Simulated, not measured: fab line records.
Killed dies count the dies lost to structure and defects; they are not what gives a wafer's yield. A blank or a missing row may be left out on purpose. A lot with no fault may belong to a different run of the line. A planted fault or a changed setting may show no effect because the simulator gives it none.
fab line records + flow sky130
record
- lots=11
- wafers=33
- last_day=50
route steps=708 shown NWELL@34 VT_ADJUST_PCH@153 POLY_GATE@204
lots that met no fault: from a run of the same line without faults
start_h: the number of hours between the record's first day and the start of the first shown wafer of the lot + wait_h: hours since the lot's step before + " unchanged from the row above + L1.1+2: several wafers, shown together as one row + - no value, or no start given + * or withheld: withheld + < > ~ a bound
route shown NAME@n: names a module that has steps shown in the file, with the first one's number in the route + usual: mean/standard deviation of fault-free wafers + same: alike in all rows + chamber/n: place in a boat + sites: the reading at each site + _std_site: standard deviation across them + _edge_site: outer sites' mean less inner sites' + radius_mm: for every site, how far away it sits from the centre of the wafer + mask NAME#n: copy n + behind: the last tool/chamber to shape the wafer + hold: why the lot went on hold/how many hours it stayed there/how the hold came to an end + device: transistor that didn't switch, given as n, p or np + end of line: tests of these same wafers at the route's end + step lacking rows: just its recipe + killed: not the wafer's yield, but the dies lost to structure and defects at the first sort + map: shows each die of a wafer: x if killed, . if not, _ if none is there
set.NAME: the setting that was run; set.NAME@STEP: the one run at that earlier step + model.NAME: the simulator's own value behind a step, which no gauge read
one table for each step of the route and one row for each wafer, over a sample of lots
services: from which hour (start_h, from the record's first day; less than 0 if before it) a tool's chamber was out of use, for how many hours, and why
## steps
# step SKY_NWELL_THK_MEAS_02
# recipe
- reads=SiO2_of_NWELL_OXIDATION_01
# usual
- NWELL_OXIDATION_THK=10.05/0.19
| lot.wafer | tool          | chamber | start_h | wait_h | NWELL_OXIDATION_THK[nm] |
|-----------|---------------|---------|---------|--------|-------------------------|
| L804.3    | film_metro-03 | -       | 37.67   | 0.0    | 10.42                   |
| L804.4    | "             | -       | "       | "      | 10.38                   |
| L804.6    | "             | -       | "       | "      | 10.23                   |
| L806.4    | film_metro-04 | -       | 49.85   | 0.0    | 9.84                    |
| L806.5    | "             | -       | "       | "      | 9.95                    |
| L806.6    | "             | -       | "       | "      | 10.15                   |
| L807.1    | film_metro-04 | -       | 53.19   | 0.0    | 9.97                    |
| L807.2    | "             | -       | "       | "      | 10.03                   |
| L807.4    | "             | -       | "       | "      | 9.87                    |
| L809.1    | film_metro-04 | -       | 62.05   | 0.0    | 9.89                    |
| L809.2    | "             | -       | "       | "      | 9.88                    |
| L809.5    | "             | -       | "       | "      | 10.03                   |
| L813.1    | film_metro-03 | -       | 83.67   | 0.0    | 10.07                   |
| L813.2    | "             | -       | "       | "      | 10.13                   |
| L813.6    | "             | -       | "       | "      | 10.11                   |
| L814.2    | film_metro-04 | -       | 89.04   | 0.0    | 10.21                   |
| L814.5    | "             | -       | "       | "      | 10.03                   |
| L814.6    | "             | -       | "       | "      | 10.14                   |
| L822.1    | film_metro-02 | -       | 128.68  | 0.0    | 9.98                    |
| L822.2    | "             | -       | "       | "      | 9.92                    |
| L822.5    | "             | -       | "       | "      | 9.97                    |
| L823.3    | film_metro-02 | -       | 137.34  | 0.0    | 9.77                    |
| L823.5    | "             | -       | "       | "      | 9.71                    |
| L823.6    | "             | -       | "       | "      | 9.75                    |
| L824.1    | film_metro-04 | -       | 143.43  | 0.0    | 10.09                   |
| L824.2    | "             | -       | "       | "      | 10.32                   |
| L824.5    | "             | -       | "       | "      | 10.16                   |
| L826.2    | film_metro-02 | -       | 151.82  | 0.0    | 10.24                   |
| L826.4    | "             | -       | "       | "      | 10.18                   |
| L826.5    | "             | -       | "       | "      | 10.30                   |
| L827.2    | film_metro-02 | -       | 156.89  | 0.0    | 10.16                   |
| L827.3    | "             | -       | "       | "      | 10.13                   |
| L827.5    | "             | -       | "       | "      | 10.18                   |
# step SKY_VT_ADJUST_PCH_TW_MEAS_10
# usual
- VT_ADJUST_PCH_TW=142.2/1.3
| lot.wafer | tool          | chamber | start_h | wait_h | VT_ADJUST_PCH_TW |
|-----------|---------------|---------|---------|--------|------------------|
| L804.3    | film_metro-01 | -       | 225.35  | 0.1    | 143.1            |
| L804.4    | "             | -       | "       | "      | 143.3            |
| L804.6    | "             | -       | "       | "      | 143.5            |
| L806.4    | film_metro-01 | -       | 243.24  | 0.1    | 143.1            |
| L806.5    | "             | -       | "       | "      | 142.9            |
| L806.6    | "             | -       | "       | "      | 143.3            |
| L807.1    | film_metro-04 | -       | 250.28  | 0.1    | 141.9            |
| L807.2    | "             | -       | "       | "      | 142.7            |
| L807.4    | "             | -       | "       | "      | 143.0            |
| L809.1    | film_metro-02 | -       | 262.08  | 0.1    | 140.2            |
| L809.2    | "             | -       | "       | "      | 140.9            |
| L809.5    | "             | -       | "       | "      | 141.0            |
| L813.1    | film_metro-02 | -       | 293.47  | 0.1    | 141.3            |
| L813.2    | "             | -       | "       | "      | 141.2            |
| L813.6    | "             | -       | "       | "      | 141.2            |
| L814.2    | film_metro-02 | -       | 300.69  | 0.1    | 140.8            |
| L814.5    | "             | -       | "       | "      | 141.2            |
| L814.6    | "             | -       | "       | "      | 141.6            |
| L822.1    | film_metro-04 | -       | 359.61  | 0.1    | 142.9            |
| L822.2    | "             | -       | "       | "      | 142.0            |
| L822.5    | "             | -       | "       | "      | 142.1            |
| L823.3    | film_metro-01 | -       | 370.83  | 0.1    | 143.1            |
| L823.5    | "             | -       | "       | "      | 143.0            |
| L823.6    | "             | -       | "       | "      | 142.6            |
| L824.1    | film_metro-04 | -       | 380.26  | 0.1    | 142.9            |
| L824.2    | "             | -       | "       | "      | 142.5            |
| L824.5    | "             | -       | "       | "      | 142.1            |
| L826.2    | film_metro-02 | -       | 393.62  | 0.1    | 139.3            |
| L826.4    | "             | -       | "       | "      | 139.6            |
| L826.5    | "             | -       | "       | "      | 140.2            |
| L827.2    | film_metro-04 | -       | 398.59  | 0.1    | 142.5            |
| L827.3    | "             | -       | "       | "      | 142.4            |
| L827.5    | "             | -       | "       | "      | 142.8            |
# step SKY_POLY_GATE_CVD_00
# recipe
- material=poly-Si
- target_thk_nm=180
- temp_c=620
- time_s=720
- pressure_mtorr=200
# usual
- spike_tc_bottom_C=639.6/1.1
- spike_tc_centre_C=619.4/0.92
- spike_tc_lower_C=619.6/1.3
- spike_tc_top_C=638.4/1.1
- spike_tc_upper_C=619.8/1
- susceptor_temp_C=619.98/0.27
- zone_power_top_pct=20.32/0.2
- zone_power_upper_pct=9.5/0.38
| lot.wafer | tool     | chamber | start_h | wait_h | spike_tc_bottom_C | spike_tc_centre_C | spike_tc_lower_C | spike_tc_top_C | spike_tc_upper_C | susceptor_temp_C | zone_power_top_pct | zone_power_upper_pct |
|-----------|----------|---------|---------|--------|-------------------|-------------------|------------------|----------------|------------------|------------------|--------------------|----------------------|
| L804.3    | lpcvd-01 | 0       | 308.77  | 0.0    | 639.5             | 620.2             | 619.0            | 637.4          | 619.1            | 619.66           | 20.58              | 9.1                  |
| L804.4    | "        | 0       | "       | "      | 641.0             | 621.0             | 619.0            | 638.2          | 619.9            | 619.76           | 20.26              | 9.1                  |
| L804.6    | "        | 0       | "       | "      | 642.8             | 619.6             | 617.4            | 636.5          | 618.8            | 619.60           | 20.31              | 9.1                  |
| L806.4    | lpcvd-01 | 0       | 329.62  | 0.0    | 637.9             | 619.0             | 618.0            | 640.1          | 618.9            | 619.54           | 20.18              | 9.0                  |
| L806.5    | "        | 0       | "       | "      | 639.1             | 619.4             | 619.1            | 638.1          | 619.8            | 619.72           | 20.51              | 9.1                  |
| L806.6    | "        | 0       | "       | "      | 640.8             | 619.6             | 619.2            | 637.5          | 618.0            | 620.08           | 20.59              | 9.2                  |
| L807.1    | lpcvd-01 | 0       | 337.99  | 0.0    | 640.2             | 619.3             | 617.7            | 637.5          | 621.6            | 619.56           | 20.17              | 9.1                  |
| L807.2    | "        | 0       | "       | "      | 640.2             | 619.2             | 617.2            | 638.4          | 619.4            | 620.08           | 20.63              | 9.0                  |
| L807.4    | "        | 0       | "       | "      | 640.6             | 619.6             | 619.4            | 637.8          | 620.1            | 620.25           | 20.18              | 8.9                  |
| L809.1    | lpcvd-01 | 1       | 358.30  | 0.0    | 636.9             | 618.8             | 620.4            | 638.9          | 618.3            | 619.90           | 19.96              | 9.8                  |
| L809.2    | "        | 1       | "       | "      | 637.7             | 618.1             | 620.5            | 639.0          | 619.4            | 620.15           | 20.44              | 9.9                  |
| L809.5    | "        | 1       | "       | "      | 639.3             | 618.8             | 621.9            | 639.5          | 619.3            | 619.83           | 20.26              | 9.7                  |
| L813.1    | lpcvd-01 | 1       | 390.25  | 0.0    | 623.1             | 601.7             | 601.8            | 621.0          | 603.0            | 601.68           | 19.34              | 9.3                  |
| L813.2    | "        | 1       | "       | "      | 621.5             | 601.1             | 603.0            | 620.4          | 600.7            | 601.54           | 19.42              | 9.3                  |
| L813.6    | "        | 1       | "       | "      | 621.0             | 601.8             | 601.3            | 618.3          | 602.8            | 601.66           | 19.31              | 9.4                  |
| L814.2    | lpcvd-01 | 1       | 394.80  | 0.0    | 620.8             | 600.8             | 602.5            | 620.1          | 602.7            | 601.18           | 19.41              | 9.6                  |
| L814.5    | "        | 1       | "       | "      | 621.0             | 601.2             | 601.5            | 622.4          | 602.0            | 601.11           | 19.53              | 9.4                  |
| L814.6    | "        | 1       | "       | "      | 621.3             | 600.1             | 604.2            | 621.7          | 601.6            | 601.44           | 19.29              | 9.3                  |
| L822.1    | lpcvd-01 | 0       | 465.35  | 0.0    | 639.9             | 619.8             | 617.9            | 637.1          | 618.6            | 620.00           | 20.24              | 9.4                  |
| L822.2    | "        | 0       | "       | "      | 640.6             | 620.8             | 619.0            | 638.9          | 620.4            | 619.87           | 20.41              | 9.2                  |
| L822.5    | "        | 0       | "       | "      | 640.0             | 619.8             | 619.4            | 637.2          | 619.0            | 620.09           | 20.15              | 9.2                  |
| L823.3    | lpcvd-01 | 1       | 474.61  | 0.0    | 639.1             | 617.4             | 620.1            | 639.1          | 618.5            | 620.23           | 20.36              | 9.9                  |
| L823.5    | "        | 1       | "       | "      | 638.9             | 619.0             | 618.8            | 638.6          | 619.7            | 620.05           | 20.51              | 9.9                  |
| L823.6    | "        | 1       | "       | "      | 640.2             | 619.2             | 619.6            | 637.5          | 620.0            | 619.87           | 20.37              | 9.8                  |
| L824.1    | lpcvd-01 | 1       | 479.82  | 0.0    | 638.8             | 618.9             | 619.5            | 638.7          | 620.7            | 620.30           | 20.28              | 9.9                  |
| L824.2    | "        | 1       | "       | "      | 639.3             | 619.9             | 620.5            | 638.8          | 620.8            | 620.03           | 20.08              | 9.9                  |
| L824.5    | "        | 1       | "       | "      | 639.9             | 619.5             | 620.5            | 638.6          | 620.3            | 619.85           | 20.53              | 10.0                 |
| L827.2    | lpcvd-01 | 1       | 498.39  | 0.0    | 638.9             | 619.5             | 620.4            | 639.6          | 620.0            | 620.22           | 20.34              | 9.9                  |
| L827.3    | "        | 1       | "       | "      | 638.6             | 618.1             | 620.8            | 638.4          | 618.6            | 620.27           | 20.73              | 9.8                  |
| L827.5    | "        | 1       | "       | "      | 638.5             | 618.3             | 619.1            | 639.6          | 619.7            | 619.84           | 20.26              | 9.9                  |
| L826.2    | lpcvd-01 | 0       | 499.63  | 0.0    | 640.7             | 619.4             | 619.2            | 640.4          | 618.9            | 619.76           | 20.26              | 9.2                  |
| L826.4    | "        | 0       | "       | "      | 641.7             | 618.1             | 619.2            | 637.4          | 619.7            | 620.27           | 20.23              | 9.2                  |
| L826.5    | "        | 0       | "       | "      | 639.4             | 620.4             | 619.2            | 639.1          | 620.0            | 620.24           | 20.23              | 9.0                  |
# step SKY_POLY_GATE_THK_MEAS_01
# recipe
- reads=poly-Si_of_POLY_GATE_CVD_00
# usual
- POLY_GATE_CVD_00_THK=180.2/1.5
| lot.wafer | tool          | chamber | start_h | wait_h | POLY_GATE_CVD_00_THK[nm] |
|-----------|---------------|---------|---------|--------|--------------------------|
| L804.3    | film_metro-04 | -       | 309.99  | 0.0    | 180.4                    |
| L804.4    | "             | -       | "       | "      | 178.7                    |
| L804.6    | "             | -       | "       | "      | 180.2                    |
| L806.4    | film_metro-04 | -       | 330.85  | 0.0    | 179.1                    |
| L806.5    | "             | -       | "       | "      | 176.9                    |
| L806.6    | "             | -       | "       | "      | 179.5                    |
| L807.1    | film_metro-02 | -       | 339.19  | 0.0    | 181.0                    |
| L807.2    | "             | -       | "       | "      | 179.5                    |
| L807.4    | "             | -       | "       | "      | 181.0                    |
| L809.1    | film_metro-02 | -       | 359.50  | 0.0    | 179.2                    |
| L809.2    | "             | -       | "       | "      | 178.9                    |
| L809.5    | "             | -       | "       | "      | 180.2                    |
| L813.1    | film_metro-01 | -       | 391.45  | 0.0    | 116.8                    |
| L813.2    | "             | -       | "       | "      | 118.3                    |
| L813.6    | "             | -       | "       | "      | 117.5                    |
| L814.2    | film_metro-04 | -       | 396.01  | 0.0    | 118.2                    |
| L814.5    | "             | -       | "       | "      | 118.1                    |
| L814.6    | "             | -       | "       | "      | 116.8                    |
| L822.1    | film_metro-04 | -       | 466.55  | 0.0    | 181.1                    |
| L822.2    | "             | -       | "       | "      | 181.9                    |
| L822.5    | "             | -       | "       | "      | 180.7                    |
| L823.3    | film_metro-01 | -       | 475.83  | 0.0    | 180.6                    |
| L823.5    | "             | -       | "       | "      | 180.7                    |
| L823.6    | "             | -       | "       | "      | 178.4                    |
| L824.1    | film_metro-04 | -       | 481.02  | 0.0    | 181.2                    |
| L824.2    | "             | -       | "       | "      | 182.5                    |
| L824.5    | "             | -       | "       | "      | 182.8                    |
| L827.2    | film_metro-02 | -       | 499.60  | 0.0    | 180.4                    |
| L827.3    | "             | -       | "       | "      | 180.4                    |
| L827.5    | "             | -       | "       | "      | 179.8                    |
| L826.2    | film_metro-02 | -       | 500.84  | 0.0    | 181.7                    |
| L826.4    | "             | -       | "       | "      | 183.5                    |
| L826.5    | "             | -       | "       | "      | 182.9                    |
# step SKY_POLY_GATE_ETCH_17
# recipe
- target_depth_nm=180
- stop_on=SiO2
- over_etch_frac=0.56667
- chemistry=HBr/Cl2
- target=poly-Si
- icp_w=400
- bias_w=100
- pressure_mtorr=10
- HBr_flow_sccm=150
- Cl2_flow_sccm=50
- time_s=70.5
# usual
- drypump_motor_current_A=6.0/0.43
- oes_product_au=0.985/0.0098
- throttle_valve_pct=33.683/0.0086
| lot.wafer | tool      | chamber | start_h | wait_h | drypump_motor_current_A | oes_product_au | rf_hours_counter_h | throttle_valve_pct |
|-----------|-----------|---------|---------|--------|-------------------------|----------------|--------------------|--------------------|
| L804.3    | rie_si-01 | 3       | 378.65  | 0.0    | 6.0                     | 0.967          | 2                  | 33.693             |
| L804.4    | "         | 0       | "       | "      | 5.7                     | 0.973          | -                  | 33.680             |
| L804.6    | "         | 3       | "       | "      | 6.0                     | 0.977          | -                  | 33.669             |
| L806.4    | rie_si-01 | 1       | 390.45  | 0.0    | 5.1                     | 0.985          | 2                  | 33.672             |
| L806.5    | "         | 2       | "       | "      | 5.9                     | 0.974          | -                  | 33.668             |
| L806.6    | "         | 1       | "       | "      | 5.1                     | 0.992          | -                  | 33.682             |
| L807.1    | rie_si-01 | 2       | 397.28  | 0.0    | 6.0                     | 0.989          | 14                 | 33.678             |
| L807.2    | "         | 1       | "       | "      | 5.1                     | 0.985          | 2                  | 33.677             |
| L807.4    | "         | 3       | "       | "      | 6.0                     | 0.980          | 2                  | 33.705             |
| L809.1    | rie_si-02 | 1       | 420.02  | 0.0    | 6.3                     | 0.987          | 0                  | 33.684             |
| L809.2    | "         | 2       | "       | "      | 5.9                     | 0.979          | 34                 | 33.682             |
| L809.5    | "         | 2       | "       | "      | 5.8                     | 0.983          | -                  | 33.693             |
| L813.1    | rie_si-02 | 3       | 455.99  | 0.1    | 6.2                     | 0.746          | 1                  | 33.699             |
| L813.2    | "         | 1       | "       | "      | 6.3                     | 0.749          | 1                  | 33.687             |
| L813.6    | "         | 3       | "       | "      | 6.2                     | 0.744          | -                  | 33.676             |
| L814.2    | rie_si-01 | 3       | 457.63  | 0.0    | 6.0                     | 0.743          | 3                  | 33.694             |
| L814.5    | "         | 0       | "       | "      | 5.7                     | 0.751          | -                  | 33.687             |
| L814.6    | "         | 1       | "       | "      | 5.1                     | 0.739          | -                  | 33.683             |
| L822.1    | rie_si-01 | 3       | 529.43  | 0.0    | 6.0                     | 0.970          | 3                  | 33.705             |
| L822.2    | "         | 1       | "       | "      | 5.1                     | 0.991          | 3                  | 33.668             |
| L822.5    | "         | 3       | "       | "      | 6.0                     | 0.974          | -                  | 33.662             |
| L823.3    | rie_si-01 | 0       | 538.72  | 0.0    | 5.7                     | 0.986          | 0                  | 33.688             |
| L823.5    | "         | 3       | "       | "      | 6.0                     | 0.962          | -                  | 33.692             |
| L823.6    | "         | 2       | "       | "      | 6.0                     | 0.979          | -                  | 33.669             |
| L824.1    | rie_si-02 | 0       | 543.37  | 0.0    | 6.7                     | 0.995          | 27                 | 33.684             |
| L824.2    | "         | 3       | "       | "      | 6.2                     | 1.004          | 2                  | 33.683             |
| L824.5    | "         | 1       | "       | "      | 6.2                     | 1.002          | -                  | 33.682             |
| L827.2    | rie_si-02 | 2       | 561.89  | 0.0    | 5.8                     | 0.988          | 34                 | 33.687             |
| L827.3    | "         | 3       | "       | "      | 6.2                     | 0.993          | 2                  | 33.686             |
| L827.5    | "         | 3       | "       | "      | 6.2                     | 0.990          | -                  | 33.696             |
| L826.2    | rie_si-01 | 0       | 563.14  | 0.0    | 5.7                     | 0.997          | 0                  | 33.671             |
| L826.4    | "         | 1       | "       | "      | 5.1                     | 0.998          | 3                  | 33.666             |
| L826.5    | "         | 0       | "       | "      | 5.7                     | 0.995          | -                  | 33.693             |
# step SKY_POLY_GATE_CD_MEAS_22
# usual
- cd_nm=149.3/2.7
| lot.wafer | tool      | chamber | start_h | wait_h | cd_nm |
|-----------|-----------|---------|---------|--------|-------|
| L804.3    | cd_sem-02 | -       | 380.82  | 0.2    | 144.2 |
| L804.4    | "         | -       | "       | "      | 152.4 |
| L804.6    | "         | -       | "       | "      | 151.9 |
| L806.4    | cd_sem-02 | -       | 393.89  | 0.1    | 149.5 |
| L806.5    | "         | -       | "       | "      | 153.3 |
| L806.6    | "         | -       | "       | "      | 149.8 |
| L807.1    | cd_sem-02 | -       | 398.80  | 0.1    | 147.2 |
| L807.2    | "         | -       | "       | "      | 148.5 |
| L807.4    | "         | -       | "       | "      | 155.5 |
| L809.1    | cd_sem-02 | -       | 429.77  | 0.1    | 146.9 |
| L809.2    | "         | -       | "       | "      | 148.8 |
| L809.5    | "         | -       | "       | "      | 152.6 |
| L813.1    | cd_sem-01 | -       | 457.55  | 0.1    | 151.4 |
| L813.2    | "         | -       | "       | "      | 145.1 |
| L813.6    | "         | -       | "       | "      | 144.4 |
| L814.2    | cd_sem-02 | -       | 459.22  | 0.1    | 153.1 |
| L814.5    | "         | -       | "       | "      | 151.6 |
| L814.6    | "         | -       | "       | "      | 148.9 |
| L822.1    | cd_sem-01 | -       | 530.99  | 0.1    | 145.1 |
| L822.2    | "         | -       | "       | "      | 144.0 |
| L822.5    | "         | -       | "       | "      | 147.5 |
| L823.3    | cd_sem-01 | -       | 540.29  | 0.1    | 148.6 |
| L823.5    | "         | -       | "       | "      | 149.4 |
| L823.6    | "         | -       | "       | "      | 150.9 |
| L824.1    | cd_sem-01 | -       | 545.36  | 0.1    | 150.7 |
| L824.2    | "         | -       | "       | "      | 148.6 |
| L824.5    | "         | -       | "       | "      | 154.7 |
| L827.2    | cd_sem-01 | -       | 563.44  | 0.1    | 148.3 |
| L827.3    | "         | -       | "       | "      | 149.5 |
| L827.5    | "         | -       | "       | "      | 148.4 |
| L826.2    | cd_sem-02 | -       | 564.69  | 0.1    | 148.5 |
| L826.4    | "         | -       | "       | "      | 152.6 |
| L826.5    | "         | -       | "       | "      | 149.2 |
## services
| tool      | chamber | start_h | hours | kind           |
|-----------|---------|---------|-------|----------------|
| rie_si-02 | 3       | 288.89  | -     | clean          |
| rie_si-02 | 3       | 288.89  | 17.1  | scheduled_down |
| rie_si-02 | 3       | 288.89  | 17.1  | vent_cycle     |
| rie_si-02 | -       | 306.37  | 0.2   | repair         |
| rie_si-02 | -       | 306.71  | 0.1   | repair         |
| rie_si-01 | 2       | 308.41  | 2.4   | repair         |
| rie_si-02 | 2       | 326.80  | 1.5   | repair         |
| rie_si-02 | 1       | 359.05  | -     | clean          |
| rie_si-02 | 1       | 359.05  | 19.0  | scheduled_down |
| rie_si-02 | 1       | 359.05  | 19.0  | vent_cycle     |
| rie_si-01 | 1       | 376.99  | 7.9   | repair         |
| rie_si-02 | 2       | 454.91  | 3.8   | repair         |
| rie_si-01 | 2       | 456.45  | 2.4   | repair         |
| rie_si-01 | -       | 509.28  | 2.8   | pm             |
| rie_si-01 | 0       | 515.50  | -     | clean          |
| rie_si-01 | 0       | 515.50  | 17.4  | scheduled_down |
| rie_si-01 | 0       | 515.50  | 17.4  | vent_cycle     |
| lpcvd-01  | -       | 516.04  | 0.6   | repair         |
| rie_si-02 | 1       | 551.21  | 3.0   | repair         |
## key
first_sign
- step=SKY_POLY_GATE_CVD_00
- reading=susceptor_temp_C
- direction=down
- sigmas=70
- usual=*
- struck=*
effect
- step=SKY_POLY_GATE_CVD_00
- reading=spike_tc_centre_C
- direction=down
- sigmas=20
- usual=619.4
- struck=601.1
effect
- step=SKY_POLY_GATE_THK_MEAS_01
- reading=POLY_GATE_CVD_00_THK
- direction=down
- sigmas=41
- usual=180.2
- struck=117.6
effect
- step=SKY_POLY_GATE_ETCH_17
- reading=oes_product_au
- direction=down
- sigmas=25
- usual=0.985
- struck=0.745
met_at SKY_POLY_GATE_CVD_00
struck_lots L813,L814
struck_wafers L813.1,L813.2,L813.6,L814.2,L814.5,L814.6
tester_left_out L813,L814
not_acting_at SKY_NWELL_THK_MEAS_02,SKY_VT_ADJUST_PCH_TW_MEAS_10,SKY_POLY_GATE_CD_MEAS_22
onset_between 358.30 390.25
fault
- kind=process_parameter_drift
- tool=lpcvd-01
- chamber=1
- onset_h=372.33
- steps=SKY_POLY_GATE_CVD_00
- channel=temp_c
- offset=*
- shape=step
- end_h=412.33
- stated=*
# tester_left_out: of these lots the tester's yield and bins aren't shown, on N5 and GAA mostly nor the transistor test; their killed dies are dies lost to structure and defects alone, not to doping, threshold or leakage, so they don't give the yield
